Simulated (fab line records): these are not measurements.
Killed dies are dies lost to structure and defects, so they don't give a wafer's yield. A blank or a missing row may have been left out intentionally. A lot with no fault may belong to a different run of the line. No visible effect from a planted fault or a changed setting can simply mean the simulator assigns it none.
fab line records + flow sky130
record:
- lots: 6
- wafers: 18
- lastDay: 50
route steps=708 shown VT_ADJUST_NCORE@125 VT_ADJUST_HVTR@131
lots untouched by any fault: they come from a run of this same line in which no faults occurred
startH: start of the lot's first displayed wafer, in hours after the record's first day + waitH: hours from the lot's prior step to this one + " the same as in the row above + L1.1+2: several wafers, shown together as one row + - no value present, or no start provided + * or withheld: withheld + < > ~ a bound
route shown NAME@n: NAME is a module with steps in the file, n the number in the route of the first one + usual: mean and standard deviation over wafers with no fault + same: alike in all rows + chamber/n: place in a boat + sites: each site's reading + _std_site: the values' standard deviation + _edge_site: inner sites' mean taken away from outer sites' mean + radiusMm: for every site, how far away it sits from the centre of the wafer + mask NAME#n: copy n + behind: the tool/chamber that last shaped the wafer + hold: reason for holding the lot/hours on hold/outcome of the hold + device: the n, p or np transistor that did not switch + end of line: tests run on the same wafers once the route is complete + a step with no rows: only its recipe + killed: count of dies lost to structure and defects at first sort (not the wafer's yield) + map: per-die view of a wafer (x killed, . not killed, _ where there is no die)
set.NAME: the setting as run; set.NAME@STEP: as run at that earlier step + model.NAME: the simulator's own value behind a step, which no gauge read
certain route steps with their lots: each step a table, each wafer a row
services: from which hour (startH, from the record's first day; less than 0 if before it) a tool's chamber was out of use, for how many hours, and why
== steps ==
step: SKY_VT_ADJUST_NCORE_DEVELOP_06
recipe:
- resist: NOVOLAK
- developer: TMAH
- developTimeS: 60
- devTempC: 23
step: SKY_VT_ADJUST_NCORE_CD_MEAS_07
recipe:
- targetCdNm: 380
usual:
- cdNm: 379.8/2.4
| lot.wafer | tool     | chamber | startH | waitH | cdNm  |
|-----------|----------|---------|--------|-------|-------|
| L990.1    | cdSem-02 | -       | 191.92 | 0.2   | 380.1 |
| L990.3    | "        | -       | "      | "     | 378.7 |
| L990.6    | "        | -       | "      | "     | 380.0 |
| L100.1    | cdSem-01 | -       | 274.25 | 0.1   | 380.3 |
| L100.3    | "        | -       | "      | "     | 381.1 |
| L100.4    | "        | -       | "      | "     | 378.4 |
| L101.1    | cdSem-02 | -       | 279.28 | 0.1   | 379.2 |
| L101.3    | "        | -       | "      | "     | 380.8 |
| L101.6    | "        | -       | "      | "     | 382.3 |
| L106.1    | cdSem-01 | -       | 317.18 | 0.1   | 381.5 |
| L106.2    | "        | -       | "      | "     | 382.2 |
| L106.6    | "        | -       | "      | "     | 378.7 |
| L107.2    | cdSem-02 | -       | 319.80 | 0.1   | 380.7 |
| L107.4    | "        | -       | "      | "     | 382.1 |
| L107.6    | "        | -       | "      | "     | 380.9 |
| L109.1    | cdSem-02 | -       | 330.66 | 0.1   | 379.5 |
| L109.2    | "        | -       | "      | "     | 381.4 |
| L109.6    | "        | -       | "      | "     | 378.8 |
step: SKY_VT_ADJUST_NCORE_OVL_MEAS_08
usual:
- VT_ADJUST_NCORE_OVL: -0.2/1.5
| lot.wafer | tool       | chamber | startH | waitH | VT_ADJUST_NCORE_OVL[nm] |
|-----------|------------|---------|--------|-------|-------------------------|
| L990.1    | overlay-02 | -       | 192.04 | 0.1   | 1.3                     |
| L990.3    | "          | -       | "      | "     | 0.7                     |
| L990.6    | "          | -       | "      | "     | 1.7                     |
| L100.1    | overlay-01 | -       | 274.37 | 0.1   | -1.7                    |
| L100.3    | "          | -       | "      | "     | -0.1                    |
| L100.4    | "          | -       | "      | "     | -2.1                    |
| L101.1    | overlay-01 | -       | 279.40 | 0.1   | -0.3                    |
| L101.3    | "          | -       | "      | "     | 0.8                     |
| L101.6    | "          | -       | "      | "     | 1.2                     |
| L106.1    | overlay-02 | -       | 317.31 | 0.1   | -1.3                    |
| L106.2    | "          | -       | "      | "     | -1.9                    |
| L106.6    | "          | -       | "      | "     | -1.0                    |
| L107.2    | overlay-01 | -       | 319.90 | 0.1   | -2.2                    |
| L107.4    | "          | -       | "      | "     | -1.8                    |
| L107.6    | "          | -       | "      | "     | -2.1                    |
| L109.1    | overlay-01 | -       | 330.78 | 0.1   | 1.7                     |
| L109.2    | "          | -       | "      | "     | 2.2                     |
| L109.6    | "          | -       | "      | "     | 0.9                     |
step: SKY_VT_ADJUST_NCORE_IMPLANT_09
recipe:
- species: B
- energyKev: 10
- doseCm2: 2.4e+12
- tiltDeg: withheld
step: SKY_VT_ADJUST_NCORE_STRIP_10
recipe:
- chemistry: O2/N2
- powerW: 1400
- pressureMtorr: 1500
- platenTempC: withheld
- o2FlowSccm: 3000
- n2FlowSccm: 300
- overashFraction: 0.5
usual:
- drypumpMotorCurrentA: 5.7/0.42
- o2FlowSccm: 3001/9.9
- oesProductAu: 0.716/0.0045
- stripTimeToEndpointS: 13.94/0.037
| lot.wafer | tool           | chamber | startH | waitH | drypumpMotorCurrentA | o2FlowSccm | oesProductAu | rfHoursCounterH | stripTimeToEndpointS |
|-----------|----------------|---------|--------|-------|----------------------|------------|--------------|-----------------|----------------------|
| L990.1    | plasmaAsher-04 | 0       | 192.22 | 0.1   | 5.9                  | 3009       | 0.710        | 39              | 14.03                |
| L990.3    | "              | 0       | "      | "     | 5.9                  | 3003       | 0.718        | -               | 14.00                |
| L990.6    | "              | 1       | "      | "     | 5.0                  | 3002       | 0.712        | -               | 14.01                |
| L100.1    | plasmaAsher-02 | 1       | 274.55 | 0.1   | 5.5                  | 2983       | 0.708        | 58              | 13.89                |
| L100.3    | "              | 0       | "      | "     | 6.3                  | 3000       | 0.716        | -               | 13.88                |
| L100.4    | "              | 1       | "      | "     | 5.5                  | 2996       | 0.713        | -               | 13.94                |
| L101.1    | plasmaAsher-02 | 0       | 279.58 | 0.1   | 6.3                  | 2990       | 0.717        | 59              | 13.96                |
| L101.3    | "              | 0       | "      | "     | 6.3                  | 3004       | 0.710        | -               | 13.90                |
| L101.6    | "              | 1       | "      | "     | 5.4                  | 2988       | 0.722        | -               | 13.92                |
| L106.1    | plasmaAsher-03 | 0       | 317.50 | 0.1   | 5.9                  | 2981       | 0.718        | 20              | 13.96                |
| L106.2    | "              | 1       | "      | "     | 5.6                  | 3007       | 0.722        | 20              | 13.95                |
| L106.6    | "              | 1       | "      | "     | 5.6                  | 2999       | 0.722        | -               | 13.98                |
| L107.2    | plasmaAsher-02 | 0       | 320.08 | 0.1   | 6.3                  | 3005       | 0.713        | 64              | 13.86                |
| L107.4    | "              | 1       | "      | "     | 5.5                  | 2986       | 0.718        | -               | 13.85                |
| L107.6    | "              | 0       | "      | "     | 6.3                  | 3005       | 0.718        | -               | 13.84                |
| L109.1    | plasmaAsher-04 | 1       | 330.96 | 0.1   | 5.0                  | 2986       | 0.720        | 53              | 13.91                |
| L109.2    | "              | 0       | "      | "     | 5.8                  | 3021       | 0.711        | 53              | 13.94                |
| L109.6    | "              | 0       | "      | "     | 5.8                  | 3004       | 0.712        | -               | 13.94                |
step: SKY_VT_ADJUST_NCORE_TW_MEAS_11
usual:
- VT_ADJUST_NCORE_TW: 218.2/1.7
| lot.wafer | tool         | chamber | startH | waitH | VT_ADJUST_NCORE_TW |
|-----------|--------------|---------|--------|-------|--------------------|
| L990.1    | filmMetro-03 | -       | 192.32 | 0.1   | 219.0              |
| L990.3    | "            | -       | "      | "     | 220.1              |
| L990.6    | "            | -       | "      | "     | 220.5              |
| L100.1    | filmMetro-04 | -       | 274.65 | 0.1   | 220.0              |
| L100.3    | "            | -       | "      | "     | 219.5              |
| L100.4    | "            | -       | "      | "     | 219.2              |
| L101.1    | filmMetro-01 | -       | 279.68 | 0.1   | 216.1              |
| L101.3    | "            | -       | "      | "     | 215.5              |
| L101.6    | "            | -       | "      | "     | 214.8              |
| L106.1    | filmMetro-03 | -       | 317.60 | 0.1   | 218.8              |
| L106.2    | "            | -       | "      | "     | 219.5              |
| L106.6    | "            | -       | "      | "     | 218.4              |
| L107.2    | filmMetro-01 | -       | 320.19 | 0.1   | 216.6              |
| L107.4    | "            | -       | "      | "     | 216.8              |
| L107.6    | "            | -       | "      | "     | 216.1              |
| L109.1    | filmMetro-03 | -       | 331.06 | 0.1   | 219.4              |
| L109.2    | "            | -       | "      | "     | 218.5              |
| L109.6    | "            | -       | "      | "     | 218.6              |
step: SKY_VT_ADJUST_HVTR_DEHYDRATE_00
recipe:
- tempC: 200
- timeS: 60
step: SKY_VT_ADJUST_HVTR_HMDS_01
recipe:
- primeTimeS: 60
- primeTempC: 120
step: SKY_VT_ADJUST_HVTR_COAT_02
recipe:
- resist: NOVOLAK
- spinRpm: 3000
- resistThkNm: 1154
step: SKY_VT_ADJUST_HVTR_SOFTBAKE_03
recipe:
- tempC: 90
- timeS: 60
- resist: NOVOLAK
step: SKY_VT_ADJUST_HVTR_EXPOSE_04
recipe:
- maskId: HVTRM
- targetCdNm: 380
- na: 0.6
- sourceShape: conventional
- sigmaOuter: 0.6
- doseMj: 150
step: SKY_VT_ADJUST_HVTR_PEB_05
recipe:
- tempC: withheld
- timeS: *
- resist: NOVOLAK
step: SKY_VT_ADJUST_HVTR_DEVELOP_06
recipe:
- developTimeS: 60
- devTempC: 23
| lot.wafer  | tool          | chamber | startH | waitH |
|------------|---------------|---------|--------|-------|
| L990.1+3+6 | lithoTrack-01 | 0       | 213.71 | 0.1   |
| L100.1+3+4 | lithoTrack-01 | 0       | 298.56 | 0.1   |
| L101.1+3+6 | lithoTrack-01 | 0       | 304.56 | 0.1   |
| L106.1+2+6 | lithoTrack-04 | 0       | 343.58 | 0.1   |
| L107.2+4+6 | lithoTrack-03 | 0       | 347.16 | 0.1   |
| L109.1+2+6 | lithoTrack-04 | 0       | 357.68 | 0.1   |
step: SKY_VT_ADJUST_HVTR_CD_MEAS_07
recipe:
- targetCdNm: 380
usual:
- cdNm: 379.8/2.4
| lot.wafer | tool     | chamber | startH | waitH | cdNm  |
|-----------|----------|---------|--------|-------|-------|
| L990.1    | cdSem-01 | -       | 213.86 | 0.1   | 380.5 |
| L990.3    | "        | -       | "      | "     | 378.9 |
| L990.6    | "        | -       | "      | "     | 382.2 |
| L100.1    | cdSem-02 | -       | 298.71 | 0.1   | 261.8 |
| L100.3    | "        | -       | "      | "     | 260.8 |
| L100.4    | "        | -       | "      | "     | 261.8 |
| L101.1    | cdSem-02 | -       | 304.71 | 0.1   | 262.7 |
| L101.3    | "        | -       | "      | "     | 265.5 |
| L101.6    | "        | -       | "      | "     | 263.7 |
| L106.1    | cdSem-01 | -       | 343.73 | 0.1   | 381.9 |
| L106.2    | "        | -       | "      | "     | 383.8 |
| L106.6    | "        | -       | "      | "     | 382.7 |
| L107.2    | cdSem-01 | -       | 347.31 | 0.1   | 375.5 |
| L107.4    | "        | -       | "      | "     | 377.7 |
| L107.6    | "        | -       | "      | "     | 375.7 |
| L109.1    | cdSem-02 | -       | 357.83 | 0.1   | 382.2 |
| L109.2    | "        | -       | "      | "     | 382.4 |
| L109.6    | "        | -       | "      | "     | 379.4 |
step: SKY_VT_ADJUST_HVTR_OVL_MEAS_08
usual:
- VT_ADJUST_HVTR_OVL: 0.1/1.5
| lot.wafer | tool       | chamber | startH | waitH | VT_ADJUST_HVTR_OVL[nm] |
|-----------|------------|---------|--------|-------|------------------------|
| L990.1    | overlay-02 | -       | 213.98 | 0.1   | -0.3                   |
| L990.3    | "          | -       | "      | "     | -0.2                   |
| L990.6    | "          | -       | "      | "     | -0.4                   |
| L100.1    | overlay-01 | -       | 298.83 | 0.1   | 0.0                    |
| L100.3    | "          | -       | "      | "     | 0.9                    |
| L100.4    | "          | -       | "      | "     | -0.1                   |
| L101.1    | overlay-01 | -       | 304.83 | 0.1   | -1.1                   |
| L101.3    | "          | -       | "      | "     | -2.3                   |
| L101.6    | "          | -       | "      | "     | -2.1                   |
| L106.1    | overlay-02 | -       | 343.85 | 0.1   | 0.0                    |
| L106.2    | "          | -       | "      | "     | 2.2                    |
| L106.6    | "          | -       | "      | "     | 2.3                    |
| L107.2    | overlay-02 | -       | 347.41 | 0.1   | 0.9                    |
| L107.4    | "          | -       | "      | "     | -0.9                   |
| L107.6    | "          | -       | "      | "     | -0.5                   |
| L109.1    | overlay-02 | -       | 357.95 | 0.1   | -0.1                   |
| L109.2    | "          | -       | "      | "     | -3.6                   |
| L109.6    | "          | -       | "      | "     | -1.2                   |
== services ==
| tool           | chamber | startH | hours | kind   |
|----------------|---------|--------|-------|--------|
| plasmaAsher-02 | -       | 252.73 | 0.9   | repair |
| plasmaAsher-04 | -       | 281.48 | 5.6   | repair |
| plasmaAsher-03 | -       | 281.94 | 2.9   | repair |
| plasmaAsher-03 | -       | 283.02 | 4.3   | repair |
== key ==
firstSign:
- step: SKY_VT_ADJUST_HVTR_CD_MEAS_07
- reading: cdNm
- direction: down
- sigmas: 50
- usual: 379.8
- struck: 262.7
effect none on later readings
metAt SKY_VT_ADJUST_HVTR_DEVELOP_06
struckWafers L100.1,L100.3,L100.4,L101.1,L101.3,L101.6
testerLeftOut L100,L101
onsetBetween 213.71 298.56
fault:
- kind: processParameterDrift
- tool: lithoTrack-01
- chamber: -
- onsetH: 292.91
- steps: SKY_VT_ADJUST_HVTR_DEVELOP_06
- channel: developTimeS
- offset: *
- shape: step
- endH: 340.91
- actsIn: *
- stated: *
testerLeftOut: of these lots the tester's yield and bins aren't shown, on N5 and GAA mostly nor the transistor test; their killed dies are dies lost to structure and defects alone, not to doping, threshold or leakage, so they don't give the yield
